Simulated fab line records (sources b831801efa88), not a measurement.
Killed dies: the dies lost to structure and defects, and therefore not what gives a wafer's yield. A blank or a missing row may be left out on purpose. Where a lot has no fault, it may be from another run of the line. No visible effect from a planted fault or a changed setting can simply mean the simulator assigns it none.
Code-filled problem report in 8D (eight disciplines) form | flow gf180mcu | the parts of the form that need people (team, actions taken, sign-off) are left out

== 1. PROBLEM STATEMENT ==
At GF_STI_WET_ETCH_17, runLengthS averages 285 s over 6 wafers from 2 lots, while fault-free wafers read 541 s, standard deviation 3.7. Measured from the usual mean, that is -69 standard deviations.
The step: etches Si3N4 in H3PO4, target depth 45 nm, time 514 s.
The first sign was on wafer L683.1 at day 4 14:46, on wetBench-04. At this step, 18 wafers from 6 lots have a number in the record. By rule, "out" or "out of limits" means more than 4 standard deviations away from the usual mean. All remaining wafers that have a number are taken as sound.

== 2. WHAT IT IS, WHAT IT ISN'T ==
question                    | is                     | is not
which readings at this step | runLengthS             | -
which lots                  | L683, L684             | L671, L676, L685, L690
which wafers of those lots  | all that have a number | -
read on which tools         | wetBench-04            | wetBench-01, wetBench-02
when                        | from day 4 14:46       | up to then (6 sound wafers); but 6 sound wafers of L685, L690 came after

== 3. THE SUSPECTS, EACH WITH WHAT RULES IT OUT ==
Counting: a tool at any process step up to the reading remains a suspect when it ran all the lots that are out and ran no sound lot after the first of those.
- rieDiel-01 at GF_STI_ETCH_13 (etches the open film in CHF3/O2, stops on Si, target depth 282.31 nm, time 112.9 s): kept. It ran every lot that is out, first L683 (day 4 14:30), and no sound lot after that.
- wetBench-04 at GF_STI_WET_ETCH_17 (etches Si3N4 in H3PO4, target depth 45 nm, time 514 s): kept. All lots that are out passed through it, beginning with L683 at day 4 14:46, and no sound lot followed; its final sound lot before that point was L676 at day 3 03:13. Its own readings are out on those wafers: runLengthS.
After counting, rieDiel-01 at GF_STI_ETCH_13 and wetBench-04 at GF_STI_WET_ETCH_17 remain.

== 4. THE CAUSE (what the simulator had put in) ==
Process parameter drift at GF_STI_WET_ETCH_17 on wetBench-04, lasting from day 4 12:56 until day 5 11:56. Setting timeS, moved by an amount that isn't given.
Counting leaves 2 suspects; this tool is one of them.

== 5. THE CHAIN OF EFFECTS, in route order ==
Each row: a reading whose mean over the struck wafers that have a number lies more than 3 standard deviations from the usual. Only readings whose record carries a usual standard deviation are examined. hours: median over the lots of the time between each lot's start at the first step of this table that gives one and its start at this step. sigmas: the change, counted in usual standard deviations.
hours | step               | reading    | usual | on struck wafers | change | sigmas
0     | GF_STI_WET_ETCH_17 | runLengthS | 541 s | 285              | -256   | -69
The process steps in it:
- GF_STI_WET_ETCH_17: etches Si3N4 in H3PO4, target depth 45 nm, time 514 s.
At these later measuring or inspecting steps, every struck wafer for which the step has a row has a number for every such reading, and none has moved that far: GF_STI_THK_MEAS_22, GF_STI_THK_MEAS_24.

== 6. WHAT WOULD HAVE CAUGHT IT SOONER ==
The fault began at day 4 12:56; the first out-of-limits reading in this record came at day 4 14:46, 2 hours later.
